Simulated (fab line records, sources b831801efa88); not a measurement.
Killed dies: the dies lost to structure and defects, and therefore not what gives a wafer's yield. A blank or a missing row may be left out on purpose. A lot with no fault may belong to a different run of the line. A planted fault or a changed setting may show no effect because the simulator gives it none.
Problem report in the 8D (eight disciplines) form, filled by code -- flow sky130 -- the parts of the form that need people (team, actions taken, sign-off) are left out

1. THE ISSUE
At SKY_PAD_OPEN_PROBE_99, killed_at_M0_to_M3 averages 88 over 2 wafers from 2 lots, while fault-free wafers read 44, standard deviation 6.5. That is +6.8 standard deviations from the usual mean.
The first sign was on wafer L275.2 at day 49 12:59, on prober-02. The record holds 12 wafers of 4 lots with a number at this step. The rule behind "out" and "out of limits": a value lying over 4 standard deviations away from the usual mean. Any other wafer with a number is counted as sound.

2. WHAT IT IS AND WHAT IT IS NOT
question,is,is not
which readings at this step,"killed_at_M0_to_M3, defect limited yield, killed dies, sort_bin_3_pad_short, sort n pass, sort yield pct","killed_at_M4_up, killed at contacts, killed at front end, killed at other, killed open, killed short"
which lots,"L275, L277","L264, L273"
which wafers of those lots,"L275.2, L277.4","L275.1, L275.5, L277.2, L277.5"
read on which tools,"prober-01, prober-02",-
when,from day 49 12:59,"up to then (7 sound wafers); but 3 sound wafers of L275, L277 came after"

3. THE SUSPECTS, EACH WITH WHAT RULES IT OUT
Counting: if a tool at a process step up to the reading ran every lot that is out, it stays a suspect. Sound lots after the first of them don't rule it out here, since some wafers of a struck lot are sound.
- rie metal-03 at SKY_METAL2_ETCH_18 (etches BARC in N2/H2, stops on SiO2, time 45.9 s, target depth 60 nm): kept. Every lot that is out went through it, the first being L275 (day 39 23:58); the last sound lot it ran before that was L273 (day 39 12:57).
- pvd sputter-03 at SKY_VIA2_SPUTTER_20 (material TiN, target thk 20 nm, time 80 s): kept. Every lot that is out went through it, the first being L275 (day 41 04:38); the last sound lot it ran before that was L273 (day 40 14:35).
- The sound lot-mates ran in chamber 0 of rie metal-03 at SKY_METAL2_ETCH_18, but the wafers that are out ran in chamber 1.
Left after counting: rie metal-03 at SKY_METAL2_ETCH_18, pvd sputter-03 at SKY_VIA2_SPUTTER_20.

4. THE CAUSE (what the simulator had put in)
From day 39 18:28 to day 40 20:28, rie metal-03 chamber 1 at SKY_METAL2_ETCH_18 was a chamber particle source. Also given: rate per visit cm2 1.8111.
Counting left 2 suspects, and this tool is among them.

5. THE CHAIN OF EFFECTS, in route order
Each row: a reading whose mean over the struck wafers that have a number lies more than 3 standard deviations from the usual. Only readings whose record carries a usual standard deviation are examined. hours: median over the lots of the time between each lot's start at the first step of this table that gives one and its start at this step. sigmas: the change, counted in usual standard deviations.
hours,step,reading,usual,on struck wafers,change,sigmas
0,SKY_PAD_OPEN_PROBE_99,defect limited yield,82.4 %,73.8,-8.6,-4.3
0,SKY_PAD_OPEN_PROBE_99,killed_at_M0_to_M3,44,88,+44,+6.8
0,SKY_PAD_OPEN_PROBE_99,killed dies,87,129,+42,+4.2
0,SKY_PAD_OPEN_PROBE_99,killed on rim,17,29,+12,+3.2
0,SKY_PAD_OPEN_PROBE_99,sort_bin_3_pad_short,0.9 %,3.4,+2.5,+5.7
0,SKY_PAD_OPEN_PROBE_99,sort n pass,405,363,-42,-4.2
0,SKY_PAD_OPEN_PROBE_99,sort yield pct,82.4 %,73.8,-8.6,-4.3
Its process steps:
- SKY_PAD_OPEN_PROBE_99

6. HOW IT WOULD HAVE BEEN CAUGHT EARLIER
In this record the first reading out of limits was taken at day 49 12:59, 235 hours after the fault began at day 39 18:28.
Of the tool readings at SKY_METAL2_ETCH_18 for which the record gives a usual standard deviation, none was out on any struck wafer, so an alarm limit of 4 standard deviations on them would not have fired.
By day 49 12:59 the whole set of lots that are out, 2 in number, had already begun SKY_METAL2_ETCH_18 on rie metal-03. Had the tool been put on hold then, not one of them would have been saved.
